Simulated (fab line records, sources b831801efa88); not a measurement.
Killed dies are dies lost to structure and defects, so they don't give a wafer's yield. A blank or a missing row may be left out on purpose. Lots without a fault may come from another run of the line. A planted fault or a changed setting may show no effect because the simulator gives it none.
fab line records | flow sky130
record lots=11 wafers=33 last_day=49
route steps=708 shown VT_ADJUST_PCH@153 SONOS_ONO@173 POLY_GATE@204 PAD_OPEN@708
lots that met no fault: from a run of the same line without faults
start_h: hours from the record's first day to the start of the lot's first wafer shown | wait_h: hours since the lot's step before | " the same as in the row above | L1.1+2: a row that stands for several wafers | - no value, or no start given | * or withheld: withheld | < > ~ a bound
route shown NAME@n: a module of which the file shows steps, and the number in the route of the first | usual: mean/standard deviation of fault-free wafers | same: alike in all rows | chamber/n: place in a boat | sites: the reading at each site | _std_site: their standard deviation | _edge_site: outer sites' mean less inner sites' | radius_mm: how far each site lies from the wafer's centre | mask NAME#n: copy n | behind: the tool/chamber that last shaped the wafer | hold: why the lot was held/for how many hours/how that ended | device: the transistor (n, p or np) that didn't switch | end of line: the same wafers' tests at the end of the route | a step without rows: its recipe alone | killed: dies lost to structure and defects at the first sort, not the wafer's yield | map: a wafer's dies, x killed, . not, _ none there
set.NAME: the setting as run; set.NAME@STEP: as run at that earlier step | model.NAME: the simulator's own value behind a step, which no gauge read
steps of the route over a sample of lots; a table a step, a row a wafer
services: from which hour (start_h, from the record's first day; less than 0 if before it) a tool's chamber was out of use, for how many hours, and why
## steps
# step SKY_VT_ADJUST_PCH_TW_MEAS_10
# usual VT_ADJUST_PCH_TW=142.9/0.73
# columns lot.wafer tool chamber start_h wait_h VT_ADJUST_PCH_TW
L669.1 film_metro-03 - 218.28 0.1 143.8
L669.2 " - " " 143.4
L669.4 " - " " 143.3
L670.2 film_metro-01 - 225.60 0.1 143.1
L670.4 " - " " 143.2
L670.5 " - " " 142.6
L671.1 film_metro-01 - 245.28 0.1 143.2
L671.5 " - " " 142.8
L671.6 " - " " 144.0
L673.1 film_metro-01 - 289.19 0.1 143.2
L673.4 " - " " 142.8
L673.6 " - " " 142.7
L674.1 film_metro-02 - 289.63 0.1 141.9
L674.3 " - " " 143.3
L674.6 " - " " 143.1
L675.1 film_metro-01 - 298.58 0.1 142.9
L675.4 " - " " 143.2
L675.6 " - " " 143.1
L676.2 film_metro-03 - 301.84 0.1 143.2
L676.3 " - " " 142.7
L676.5 " - " " 142.1
L681.1 film_metro-03 - 328.49 0.1 143.2
L681.2 " - " " 143.3
L681.3 " - " " 142.6
L684.1 film_metro-03 - 358.79 0.1 144.6
L684.5 " - " " 144.1
L684.6 " - " " 143.0
L685.1 film_metro-02 - 359.63 0.1 143.0
L685.2 " - " " 143.1
L685.3 " - " " 143.4
L683.2 film_metro-03 - 360.60 0.1 143.1
L683.3 " - " " 142.7
L683.6 " - " " 142.8
# step SKY_SONOS_ONO_THK_MEAS_05
# recipe reads=SiO2_of_SONOS_ONO_CVD_04
# usual SONOS_ONO_CVD_04_THK=5.69/0.12
# columns lot.wafer tool chamber start_h wait_h SONOS_ONO_CVD_04_THK[nm]
L669.1 film_metro-02 - 246.06 0.0 5.68
L669.2 " - " " 5.59
L669.4 " - " " 5.63
L670.2 film_metro-03 - 254.06 0.0 5.76
L670.4 " - " " 5.70
L670.5 " - " " 5.80
L671.1 film_metro-03 - 276.81 0.0 5.80
L671.5 " - " " 5.79
L671.6 " - " " 5.82
L673.1 film_metro-04 - 319.28 0.0 5.58
L673.4 " - " " 5.62
L673.6 " - " " 5.61
L674.1 film_metro-04 - 323.06 0.0 5.78
L674.3 " - " " 5.62
L674.6 " - " " 5.78
L675.1 film_metro-03 - 329.51 0.0 5.66
L675.4 " - " " 5.85
L675.6 " - " " 5.69
L676.2 film_metro-04 - 335.38 0.0 5.81
L676.3 " - " " 5.72
L676.5 " - " " 5.70
L681.1 film_metro-04 - 366.78 0.0 5.93
L681.2 " - " " 5.92
L681.3 " - " " 5.89
L684.1 film_metro-02 - 391.90 0.0 5.60
L684.5 " - " " 5.53
L684.6 " - " " 5.56
L685.1 film_metro-03 - 393.15 0.0 5.72
L685.2 " - " " 5.70
L685.3 " - " " 5.68
L683.2 film_metro-04 - 393.16 0.0 5.60
L683.3 " - " " 5.58
L683.6 " - " " 5.60
# step SKY_SONOS_ONO_OVL_MEAS_14
# usual SONOS_ONO_OVL=-0.3/1.1
# columns lot.wafer tool chamber start_h wait_h SONOS_ONO_OVL[nm]
L669.1 overlay-02 - 269.61 0.1 -1.4
L669.2 " - " " -0.9
L669.4 " - " " -2.2
L670.2 overlay-02 - 277.66 0.1 0.2
L670.4 " - " " 1.3
L670.5 " - " " -1.0
L671.1 overlay-01 - 301.61 0.1 -0.7
L671.5 " - " " -0.5
L671.6 " - " " 1.1
L673.1 overlay-01 - 344.78 0.1 0.1
L673.4 " - " " 0.4
L673.6 " - " " 1.0
L674.1 overlay-02 - 349.76 0.1 -0.5
L674.3 " - " " 0.2
L674.6 " - " " 0.4
L675.1 overlay-02 - 356.38 0.1 -1.5
L675.4 " - " " -0.3
L675.6 " - " " -0.3
L676.2 overlay-02 - 362.62 0.1 -1.2
L676.3 " - " " 1.1
L676.5 " - " " -1.4
L681.1 overlay-02 - 395.48 0.1 -0.7
L681.2 " - " " 0.1
L681.3 " - " " -0.9
L684.1 overlay-01 - 421.10 0.1 -0.7
L684.5 " - " " 1.5
L684.6 " - " " 2.3
L683.2 overlay-02 - 422.22 0.1 -0.7
L683.3 " - " " -1.1
L683.6 " - " " 0.9
L685.1 overlay-01 - 423.03 0.1 0.3
L685.2 " - " " -1.4
L685.3 " - " " -2.1
# step SKY_POLY_GATE_CVD_00
# recipe material=poly-Si target_thk_nm=180 temp_c=620 time_s=720 pressure_mtorr=200
# usual spike_tc_centre_C=620.8/0.98 spike_tc_upper_C=620.9/0.91 zone_power_centre_pct=8.6/0.53 zone_power_lower_pct=8.7/0.52
# same time_s=720
# columns lot.wafer tool chamber start_h wait_h spike_tc_centre_C spike_tc_upper_C zone_power_centre_pct zone_power_lower_pct
L669.1 lpcvd-01 1 302.62 0.0 621.2 621.6 8.1 8.1
L669.2 " 1 " " 620.7 620.1 8.0 8.2
L669.4 " 1 " " 619.9 619.0 8.1 8.2
L670.2 lpcvd-01 0 309.03 0.0 621.7 620.6 9.1 9.3
L670.4 " 0 " " 619.7 621.5 9.0 9.1
L670.5 " 0 " " 620.7 621.3 9.1 9.2
L671.1 lpcvd-01 1 332.49 0.0 619.2 620.6 7.9 8.3
L671.5 " 1 " " 623.2 621.3 7.9 8.1
L671.6 " 1 " " 618.8 620.6 7.9 8.2
L673.1 lpcvd-01 0 380.33 0.0 619.4 622.5 9.0 9.1
L673.4 " 0 " " 621.2 621.1 9.1 9.2
L673.6 " 0 " " 621.6 621.8 9.0 9.3
L674.1 lpcvd-01 1 381.86 0.0 618.5 619.9 8.0 8.0
L674.3 " 1 " " 620.6 620.8 8.0 8.0
L674.6 " 1 " " 620.2 621.5 8.1 8.2
L675.1 lpcvd-01 0 393.50 0.0 622.4 619.8 9.0 9.1
L675.4 " 0 " " 621.9 622.3 9.0 9.2
L675.6 " 0 " " 619.3 621.5 9.0 9.2
L676.2 lpcvd-01 0 397.94 0.5 622.2 622.0 9.0 9.2
L676.3 " 0 " " 619.7 620.4 9.1 9.2
L676.5 " 0 " " 620.4 621.8 9.1 9.2
L681.1 lpcvd-01 0 434.29 0.0 618.8 621.8 9.2 9.2
L681.2 " 0 " " 621.8 621.7 9.0 9.1
L681.3 " 0 " " 620.7 620.6 9.2 9.2
L685.1 lpcvd-01 1 460.47 0.0 597.6 622.8 4.6 9.9
L685.2 " 1 " " 597.2 622.6 4.6 9.9
L685.3 " 1 " " 598.3 624.1 4.7 10.0
L683.2 lpcvd-01 0 462.00 0.0 598.4 624.1 5.3 11.1
L683.3 " 0 " " 597.0 625.0 5.2 11.2
L683.6 " 0 " " 597.9 623.7 5.2 11.1
L684.1 lpcvd-01 1 462.00 0.0 597.2 624.4 4.6 10.0
L684.5 " 1 " " 599.8 626.0 4.6 10.0
L684.6 " 1 " " 598.2 622.5 4.7 10.0
# step SKY_POLY_GATE_THK_MEAS_01
# recipe reads=poly-Si_of_POLY_GATE_CVD_00
# usual POLY_GATE_CVD_00_THK=181.0/1.7
# columns lot.wafer tool chamber start_h wait_h POLY_GATE_CVD_00_THK[nm]
L669.1 film_metro-02 - 303.82 0.0 180.5
L669.2 " - " " 180.6
L669.4 " - " " 180.9
L670.2 film_metro-01 - 310.24 0.0 179.5
L670.4 " - " " 181.1
L670.5 " - " " 178.9
L671.1 film_metro-03 - 333.69 0.0 181.4
L671.5 " - " " 180.6
L671.6 " - " " 180.5
L673.1 film_metro-03 - 381.53 0.0 178.7
L673.4 " - " " 178.2
L673.6 " - " " 180.1
L674.1 film_metro-03 - 383.06 0.0 177.7
L674.3 " - " " 178.7
L674.6 " - " " 177.7
L675.1 film_metro-03 - 394.70 0.0 183.2
L675.4 " - " " 181.8
L675.6 " - " " 183.9
L676.2 film_metro-02 - 399.75 0.0 180.8
L676.3 " - " " 181.9
L676.5 " - " " 182.4
L681.1 film_metro-03 - 436.09 0.0 182.2
L681.2 " - " " 183.1
L681.3 " - " " 182.5
L685.1 film_metro-01 - 461.67 0.0 148.2
L685.2 " - " " 145.0
L685.3 " - " " 142.2
L684.1 film_metro-02 - 463.20 0.0 152.4
L684.5 " - " " 171.0
L684.6 " - " " 174.8
L683.2 film_metro-03 - 463.21 0.0 159.2
L683.3 " - " " 166.2
L683.6 " - " " 176.7
# step SKY_POLY_GATE_ETCH_17
# recipe target_depth_nm=180 stop_on=SiO2 over_etch_frac=0.56667 chemistry=HBr/Cl2 target=poly-Si icp_w=400 bias_w=100 pressure_mtorr=10 HBr_flow_sccm=150 Cl2_flow_sccm=50 time_s=70.5
# usual drypump_motor_current_A=5.6/0.5 oes_product_au=0.991/0.0085 throttle_valve_pct=33.684/0.0095
# same time_s=70.5
# columns lot.wafer tool chamber start_h wait_h drypump_motor_current_A oes_product_au rf_hours_counter_h throttle_valve_pct
L669.1 rie_si-02 1 358.82 0.0 6.3 0.987 0 33.672
L669.2 " 3 " " 5.6 0.982 53 33.687
L669.4 " 0 " " 5.6 0.998 2 33.698
L670.2 rie_si-02 1 364.42 0.0 6.2 0.982 0 33.683
L670.4 " 2 " " 5.3 0.987 4 33.703
L670.5 " 0 " " 5.6 0.994 - 33.692
L671.1 rie_si-01 0 390.34 0.0 4.8 0.975 4 33.688
L671.5 " 3 " " 6.0 0.982 - 33.682
L671.6 " 2 " " 6.4 0.995 - 33.678
L673.1 rie_si-02 1 441.52 0.0 6.2 0.987 1 33.675
L673.4 " 2 " " 5.3 0.989 5 33.669
L673.6 " 1 " " 6.2 0.991 - 33.689
L674.1 rie_si-01 2 444.22 0.0 6.4 0.998 2 33.686
L674.3 " 1 " " 5.2 0.984 4 33.687
L674.6 " 0 " " 4.8 0.971 - 33.682
L675.1 rie_si-02 0 457.08 0.0 5.6 1.005 3 33.692
L675.4 " 3 " " 5.6 1.000 54 33.684
L675.6 " 2 " " 5.3 0.996 - 33.686
L676.2 rie_si-01 3 464.38 0.0 6.0 0.980 3 33.671
L676.3 " 1 " " 5.2 0.995 4 33.693
L676.5 " 3 " " 6.0 0.981 - 33.675
L681.1 rie_si-02 2 500.33 0.0 5.4 0.991 5 33.673
L681.2 " 1 " " 6.2 0.997 1 33.703
L681.3 " 3 " " 5.6 0.987 54 33.676
L685.1 rie_si-01 3 524.32 0.0 6.0 0.854 3 33.680
L685.2 " 0 " " 4.8 0.847 4 33.693
L685.3 " 1 " " 5.2 0.842 4 33.682
L683.2 rie_si-02 1 525.99 0.0 6.3 0.915 1 33.690
L683.3 " 2 " " 5.3 0.943 5 33.674
L683.6 " 0 " " 5.6 0.979 - 33.695
L684.1 rie_si-01 1 526.97 0.0 5.2 0.885 4 33.679
L684.5 " 0 " " 4.8 0.950 - 33.689
L684.6 " 1 " " 5.2 0.971 - 33.690
# step SKY_PAD_OPEN_PROBE_99
# usual killed_at_M0_to_M3=42/6.4 killed_at_M4_up=2.9/1.7 killed_at_contacts=25/5.2 killed_at_front_end=16/4.4 killed_at_other=0.4/0.65 killed_dies=86/9.2 killed_open=47/6.6 killed_short=39/5.8
# same gross_dies=492 killed_at_back_side=0
# columns lot.wafer tool chamber start_h wait_h killed_at_M0_to_M3 killed_at_M4_up killed_at_contacts killed_at_front_end killed_at_other killed_dies killed_open killed_short
L684.1 prober-02 - 1177.28 0.1 34 2 22 15 1 74 45 28
L684.5 prober-02 - 1177.48 0.2 42 2 28 24 1 97 59 38
L684.6 prober-02 - 1177.53 0.2 40 4 31 23 1 99 58 40
# killed by level:class
L684.1 VIA1:geometric_particle:open=9 FIELD_ISO:geometric_particle:open=7 METAL2:geometric_particle:short=7 LI_CONTACT:geometric_particle:open=6 LOCAL_INTERCONNECT:geometric_particle:short=6 VIA2:geometric_particle:open=6 CONTACT:geometric_particle:open=5 FIELD_ISO:geometric_particle:short=4
L684.5 VIA1:geometric_particle:open=14 CONTACT:geometric_particle:open=13 VIA2:geometric_particle:open=8 LI_CONTACT:geometric_particle:open=7 FIELD_ISO:geometric_particle:short=7 SPACER:geometric_particle:short=6 METAL1:geometric_particle:short=5 LOCAL_INTERCONNECT:geometric_particle:short=4
L684.6 CONTACT:geometric_particle:open=12 POLY_GATE:geometric_particle:open=9 LI_CONTACT:geometric_particle:open=9 VIA3:geometric_particle:open=7 FIELD_ISO:geometric_particle:open=6 FIELD_ISO:geometric_particle:short=4 LOCAL_INTERCONNECT:geometric_particle:short=4 METAL1:geometric_particle:short=4
## services
# columns tool chamber start_h hours kind
rie_si-02 1 322.73 - clean
rie_si-02 1 322.73 20.8 scheduled_down
rie_si-02 1 322.73 20.8 vent_cycle
rie_si-02 - 338.20 1.1 repair
rie_si-01 0 340.91 6.3 repair
rie_si-01 2 392.13 7.7 repair
rie_si-01 3 406.73 1.0 repair
lpcvd-01 - 426.77 0.9 repair
lpcvd-01 - 442.22 2.8 pm
rie_si-01 3 452.33 9.3 repair
lpcvd-01 - 458.73 1.7 repair
rie_si-02 2 462.45 3.4 repair
rie_si-01 3 494.43 4.5 repair
rie_si-02 3 504.88 - clean
rie_si-02 3 504.88 28.8 scheduled_down
rie_si-02 3 504.88 28.8 vent_cycle
rie_si-01 2 523.57 3.9 repair
## key
first_sign step=SKY_POLY_GATE_CVD_00 reading=spike_tc_centre_C direction=down sigmas=23 usual=620.8 struck=598.0
effect step=SKY_POLY_GATE_CVD_00 reading=zone_power_centre_pct direction=down sigmas=7 usual=8.6 struck=4.8
effect step=SKY_POLY_GATE_THK_MEAS_01 reading=POLY_GATE_CVD_00_THK direction=down sigmas=13 usual=181.0 struck=159.5
effect step=SKY_POLY_GATE_ETCH_17 reading=oes_product_au direction=down sigmas=9.7 usual=0.991 struck=0.909 wafers_moved=8
met_at SKY_POLY_GATE_CVD_00
struck_lots L683,L684,L685
tester_left_out L683,L684,L685
not_acting_at SKY_VT_ADJUST_PCH_TW_MEAS_10,SKY_SONOS_ONO_THK_MEAS_05,SKY_SONOS_ONO_OVL_MEAS_14
onset_between 434.29 460.47
fault kind=process_parameter_drift tool=lpcvd-01 chamber=- onset_h=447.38 steps=SKY_POLY_GATE_CVD_00 channel=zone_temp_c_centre offset=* shape=step end_h=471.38
# tester_left_out: of these lots the tester's yield and bins aren't shown, on N5 and GAA mostly nor the transistor test; their killed dies are dies lost to structure and defects alone, not to doping, threshold or leakage, so they don't give the yield
